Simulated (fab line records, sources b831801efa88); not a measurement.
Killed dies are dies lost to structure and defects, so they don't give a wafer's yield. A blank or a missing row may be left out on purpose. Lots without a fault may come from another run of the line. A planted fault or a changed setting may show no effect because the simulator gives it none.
Which tool did it? | flow sky130 | 12 lots, 36 wafers sampled, at 5 steps of a route of 708

WHAT THE GAUGES READ, wafer by wafer
SKY_NWELL_TW_MEAS_26. Usual: NWELL_2_TW 492, standard deviation 4.9.
lot  | measured     | on            | NWELL_2_TW  | flag
L250 | day 5 23:28  | film_metro-02 | 499 497 497 |
L251 | day 6 02:00  | film_metro-02 | 495 501 499 |
L254 | day 6 23:09  | film_metro-02 | 496 499 497 |
L255 | day 7 01:07  | film_metro-04 | 486 484 485 |
L256 | day 7 06:44  | film_metro-04 | 486 486 487 |
L257 | day 7 12:21  | film_metro-01 | 493 494 494 |
L258 | day 7 18:31  | film_metro-01 | 493 490 491 |
L259 | day 7 23:43  | film_metro-04 | 486 485 484 |
L262 | day 8 18:08  | film_metro-04 | 492 489 491 |
L264 | day 9 06:06  | film_metro-04 | 858 859 862 | OFF
L266 | day 10 00:27 | film_metro-01 | 867 872 866 | OFF
L270 | day 10 19:46 | film_metro-04 | 488 490 485 |

SKY_NWELL_RS_MEAS_31: measures by four-point-probe. Usual: PWDE_RS 5280 ohm/sq, standard deviation 20.
lot  | measured     | on            | PWDE_RS (ohm/sq) | flag
L250 | day 5 23:55  | film_metro-01 | 5280 5247 5286   |
L251 | day 6 02:27  | film_metro-01 | 5279 5278 5273   |
L254 | day 6 23:36  | film_metro-01 | 5267 5276 5260   |
L255 | day 7 01:34  | film_metro-02 | 5271 5279 5277   |
L256 | day 7 07:11  | film_metro-01 | 5291 5291 5273   |
L257 | day 7 12:48  | film_metro-04 | 5282 5290 5309   |
L258 | day 7 18:58  | film_metro-02 | 5313 5295 5298   |
L259 | day 8 00:11  | film_metro-02 | 5280 5290 5272   |
L262 | day 8 18:37  | film_metro-02 | 5288 5287 5288   |
L264 | day 9 06:34  | film_metro-02 | 5294 5282 5291   |
L266 | day 10 00:54 | film_metro-02 | 5278 5280 5278   |
L270 | day 10 20:14 | film_metro-02 | 5300 5318 5298   |

SKY_VT_ADJUST_HVTP_CD_MEAS_07: target cd 380 nm. Usual: cd_nm 379.7 nm, standard deviation 2.5.
lot  | measured     | on        | cd_nm (nm)        | flag
L250 | day 6 18:13  | cd_sem-01 | 381.4 380.3 382.4 |
L251 | day 6 20:29  | cd_sem-02 | 378.7 378.4 378.3 |
L254 | day 7 19:14  | cd_sem-02 | 383.9 382.2 383.2 |
L255 | day 7 21:04  | cd_sem-01 | 379.9 376.9 379.5 |
L256 | day 8 03:18  | cd_sem-02 | 377.1 378.3 375.4 |
L257 | day 8 09:06  | cd_sem-02 | 377.2 375.4 376.2 |
L258 | day 8 15:04  | cd_sem-01 | 376.3 376.5 377.5 |
L259 | day 8 20:03  | cd_sem-02 | 381.0 383.4 379.1 |
L262 | day 9 14:25  | cd_sem-01 | 380.9 381.1 379.0 |
L264 | day 10 03:14 | cd_sem-02 | 380.5 378.3 376.8 |
L266 | day 10 23:42 | cd_sem-02 | 378.8 378.8 380.5 |
L270 | day 11 19:39 | cd_sem-01 | 376.1 374.3 377.0 |

WHICH TOOL RAN EACH LOT (tool, then ch and the chambers of the sampled wafers, then the start)
lot  | SKY_FIELD_ISO_ETCH_15             | SKY_NWELL_IMPLANT_24
L250 | rie_diel-01 ch 0,1,3, day 2 16:29 | implanter-02 ch 0, day 5 23:13
L251 | rie_diel-03 ch 0,1,2, day 2 20:23 | implanter-03 ch 0, day 6 01:45
L254 | rie_diel-01 ch 1,2,3, day 3 13:35 | implanter-02 ch 0, day 6 22:54
L255 | rie_diel-04 ch 0,1,3, day 3 17:08 | implanter-04 ch 0, day 7 00:53
L256 | rie_diel-01 ch 0,2, day 3 23:22   | implanter-02 ch 0, day 7 06:29
L257 | rie_diel-03 ch 0,1,2, day 4 03:07 | implanter-03 ch 0, day 7 12:06
L258 | rie_diel-01 ch 0,1,2, day 4 08:02 | implanter-04 ch 0, day 7 18:16
L259 | rie_diel-03 ch 0,1,2, day 4 14:23 | implanter-02 ch 0, day 7 23:30
L262 | rie_diel-01 ch 0,1,3, day 5 05:22 | implanter-02 ch 0, day 8 17:56
L264 | rie_diel-04 ch 0,2,3, day 5 15:50 | implanter-02 ch 0, day 9 05:52
L266 | rie_diel-01 ch 1,2,3, day 6 02:31 | implanter-02 ch 0, day 10 00:12
L270 | rie_diel-03 ch 0,3, day 6 22:32   | implanter-03 ch 0, day 10 19:32
- SKY_FIELD_ISO_ETCH_15: etches the open film in CHF3/O2, stops on Si, target depth 180 nm, time 72 s.
- SKY_NWELL_IMPLANT_24

WHAT THE TOOLS THEMSELVES READ (means of the sampled wafers that have a number; where no wafer has one, the mark that the record gives instead)
SKY_FIELD_ISO_ETCH_15. Usual: drypump_motor_current_A 5.7 A, standard deviation 0.56; oes_product_au 0.942 a.u., standard deviation 0.0066; throttle_valve_pct 8.843 %, standard deviation 0.0095.
lot  | tool        | drypump_motor_current_A (A) | oes_product_au (a.u.) | throttle_valve_pct (%) | flag
L250 | rie_diel-01 | 5.9                         | 0.937                 | 8.839                  |
L251 | rie_diel-03 | 5.6                         | 0.940                 | 8.846                  |
L254 | rie_diel-01 | 5.8                         | 0.946                 | 8.846                  |
L255 | rie_diel-04 | 5.1                         | 0.935                 | 8.839                  |
L256 | rie_diel-01 | 5.7                         | 0.940                 | 8.845                  |
L257 | rie_diel-03 | 5.7                         | 0.941                 | 8.836                  |
L258 | rie_diel-01 | 5.5                         | 0.941                 | 8.847                  |
L259 | rie_diel-03 | 5.6                         | 0.936                 | 8.844                  |
L262 | rie_diel-01 | 5.9                         | 0.940                 | 8.828                  |
L264 | rie_diel-04 | 5.5                         | 0.939                 | 8.841                  |
L266 | rie_diel-01 | 5.7                         | 0.946                 | 8.832                  |
L270 | rie_diel-03 | 6.4                         | 0.937                 | 8.848                  |

SKY_NWELL_IMPLANT_24. Usual: dose_ions_cm2 9.2e+12, standard deviation 1.1e+10; faraday_current_uA 52.0, standard deviation 0.98.
lot  | tool         | dose_ions_cm2 | faraday_current_uA | flag
L250 | implanter-02 | 9.2e+12       | 52.0               |
L251 | implanter-03 | 9.2e+12       | 52.2               |
L254 | implanter-02 | 9.2e+12       | 53.9               |
L255 | implanter-04 | 9.2e+12       | 52.1               |
L256 | implanter-02 | 9.2e+12       | 52.3               |
L257 | implanter-03 | 9.2e+12       | 51.2               |
L258 | implanter-04 | 9.2e+12       | 51.7               |
L259 | implanter-02 | 9.2e+12       | 51.8               |
L262 | implanter-02 | 9.2e+12       | 51.7               |
L264 | implanter-02 | 5.6e+13       | 314.7              | OFF
L266 | implanter-02 | 5.6e+13       | 320.7              | OFF
L270 | implanter-03 | 9.2e+12       | 53.0               |

THE ANSWER, worked out from the rows above alone
Rule: a lot is off if the mean of its wafers that have a number lies more than 3 standard deviations from the usual mean. A lot without any number at a reading at which 4 lots or more have one is off too. The other lots that the step has rows for count as sound. The gauges are gone through in route order, then the tools' own readings, and for those a lot's mean is taken as printed above. The first step at which some lot is off is used, and at that step the reading that is off furthest; a lot without a number counts as furthest.
Off: L264, L266, at SKY_NWELL_TW_MEAS_26 (NWELL_2_TW).
A tool fits if, at a process step before that reading, it ran every lot that is off, and no sound lot after the first of them. The gauges at SKY_NWELL_TW_MEAS_26 aren't tried: what is off there is off at SKY_NWELL_IMPLANT_24 too, on other tools, and a gauge's error can't cause that. One fits: implanter-02 at SKY_NWELL_IMPLANT_24. Its last sound lot is L262 (day 8 17:56), its first lot that is off L264 (day 9 05:52): a fault that began between those two fits.
The tool's own readings at SKY_NWELL_IMPLANT_24 bear it out: on the lots that are off they differ by more than 5 times the standard deviation of the sound lots' means. dose_ions_cm2 reads 5.6e+13 there against 9.2e+12 on the sound lots; faraday_current_uA reads 317.7 there against 52.2 on the sound lots.

WHAT THE SIMULATOR HAD PUT IN
Process parameter drift: implanter-02, from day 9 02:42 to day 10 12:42, at SKY_NWELL_IMPLANT_24. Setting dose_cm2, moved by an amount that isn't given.
Lots struck among those shown: L264, L266. The rule above found the same.
